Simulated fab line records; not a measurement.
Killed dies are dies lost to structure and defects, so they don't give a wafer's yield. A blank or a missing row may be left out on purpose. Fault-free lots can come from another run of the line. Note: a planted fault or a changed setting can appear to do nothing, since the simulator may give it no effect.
What tool caused it? | flow sky130 | Sampling: 12 lots, 36 wafers, 3 of 708 route steps

== WHAT THE GAUGES SHOWED, per wafer ==
SKY_LDD_N_TW_MEAS_17. Usual: LDD_N_TW gives 2587 (standard deviation 34).
lot  | measured     | on            | LDD_N_TW       | flag
L527 | day 17 16:47 | film_metro-03 | 2600 2604 2619 |
L528 | day 18 02:31 | film_metro-03 | 2611 2610 2610 |
L529 | day 18 13:47 | film_metro-03 | 2619 2611 2613 |
L531 | day 19 06:50 | film_metro-04 | 2552 2561 2554 |
L533 | day 20 07:09 | film_metro-01 | 2580 2571 2563 |
L537 | day 21 20:00 | film_metro-01 | 2567 2569 2575 |
L535 | day 21 20:34 | film_metro-03 | 2639 2640 2637 |
L536 | day 21 21:13 | film_metro-01 | 2579 2571 2580 |
L539 | day 22 15:01 | film_metro-03 | 2636 2638 2641 |
L540 | day 22 21:57 | film_metro-03 | 2626 2635 2623 |
L548 | day 25 12:41 | film_metro-03 | 2626 2621 2622 |
L549 | day 26 02:12 | film_metro-04 | 2556 2549 2564 |

SKY_POLY_CUT_OVL_MEAS_09. Usual: POLY_CUT_OVL gives -1 nm (standard deviation 5.7).
lot  | measured     | on         | POLY_CUT_OVL (nm) | flag
L527 | day 24 02:52 | overlay-02 | 8 9 7             |
L528 | day 24 13:29 | overlay-02 | 1 -14 -14         |
L529 | day 25 00:11 | overlay-02 | -4 -1 -3          |
L531 | day 25 17:20 | overlay-01 | -9 -1 -5          |
L533 | day 26 16:46 | overlay-02 | -3 3 6            |
L537 | day 28 03:20 | overlay-02 | 8 4 1             |
L535 | day 28 10:05 | overlay-02 | -5 -7 -2          |
L536 | day 28 09:23 | overlay-02 | 2 -1 -4           |
L539 | day 28 19:14 | overlay-01 | 7 4 7             |
L540 | day 29 01:38 | overlay-02 | -7 -7 -8          |
L548 | day 31 13:16 | overlay-02 | 3 1 -7            |
L549 | day 32 00:41 | overlay-01 | -12 -10 2         |

== WHICH TOOL RAN EACH LOT (tool, then ch and the chambers of the sampled wafers, then the start) ==
lot  | SKY_POLY_GATE_ETCH_15
L527 | rie_diel-01 ch 0,1,2, day 16 08:28
L528 | rie_diel-02 ch 0,1,3, day 16 18:46
L529 | rie_diel-03 ch 0,1,2, day 17 02:10
L531 | rie_diel-01 ch 0,2,3, day 17 19:49
L533 | rie_diel-01 ch 0,1, day 18 20:46
L537 | rie_diel-02 ch 0,1,3, day 20 10:22
L535 | rie_diel-01 ch 0,2, day 20 10:31
L536 | rie_diel-03 ch 0,3, day 20 10:43
L539 | rie_diel-03 ch 0,1,3, day 21 05:40
L540 | rie_diel-03 ch 1,2,3, day 21 12:22
L548 | rie_diel-02 ch 0,1,2, day 24 04:25
L549 | rie_diel-03 ch 0,3, day 24 18:04
- SKY_POLY_GATE_ETCH_15: etches BARC in N2/H2, stops on SiO2, time 118.5 s, target depth 110 nm.

== AS READ BY THE TOOLS THEMSELVES (means over the sampled wafers that have a number; for cases with no such wafer, the mark the record gives instead) ==
SKY_POLY_GATE_ETCH_15. Usual: bias_w 99.99 W, standard deviation 0.28; drypump_motor_current_A 5.7 A, standard deviation 0.4; oes_product_au 0.716 a.u., standard deviation 0.0048; throttle_valve_pct 13.213 %, standard deviation 0.0099.
lot  | tool        | bias_w (W) | drypump_motor_current_A (A) | oes_product_au (a.u.) | throttle_valve_pct (%) | flag
L527 | rie_diel-01 | 99.78      | 5.8                         | 0.719                 | 13.201                 |
L528 | rie_diel-02 | 99.77      | 5.6                         | 0.723                 | 13.212                 |
L529 | rie_diel-03 | 100.14     | 5.7                         | 0.718                 | 13.214                 |
L531 | rie_diel-01 | 100.11     | 5.7                         | 0.722                 | 13.209                 |
L533 | rie_diel-01 | 99.65      | 5.8                         | 0.716                 | 13.208                 |
L537 | rie_diel-02 | 100.01     | 5.6                         | 0.716                 | 13.216                 |
L535 | rie_diel-01 | 100.08     | 6.0                         | 0.715                 | 13.216                 |
L536 | rie_diel-03 | 99.85      | 5.4                         | 0.714                 | 13.209                 |
L539 | rie_diel-03 | 96.55      | 5.7                         | 0.717                 | 13.211                 | OFF
L540 | rie_diel-03 | 96.89      | 5.8                         | 0.720                 | 13.216                 | OFF
L548 | rie_diel-02 | 100.05     | 5.8                         | 0.716                 | 13.214                 |
L549 | rie_diel-03 | 99.94      | 5.3                         | 0.723                 | 13.214                 |

== THE ANSWER, worked out from the rows above alone ==
Rule: lot off if the mean of its wafers having a number is beyond 3 standard deviations from the usual mean. Also off: a lot with no number at a reading for which 4 or more lots have one. The other lots that the step has rows for count as sound. After the gauges, taken in route order, come the tools' own readings; for these a lot's mean is taken, as printed above. The first step at which some lot is off is used, and at that step the reading that is off furthest; a lot without a number counts as furthest.
Off: L539, L540, at SKY_POLY_GATE_ETCH_15 (bias_w).
A tool fits if, at that step or a process step before it, it ran every lot that is off, and no sound lot after the first of them. Not one of the candidates tried fits.

== WHAT THE SIMULATOR PUT IN ==
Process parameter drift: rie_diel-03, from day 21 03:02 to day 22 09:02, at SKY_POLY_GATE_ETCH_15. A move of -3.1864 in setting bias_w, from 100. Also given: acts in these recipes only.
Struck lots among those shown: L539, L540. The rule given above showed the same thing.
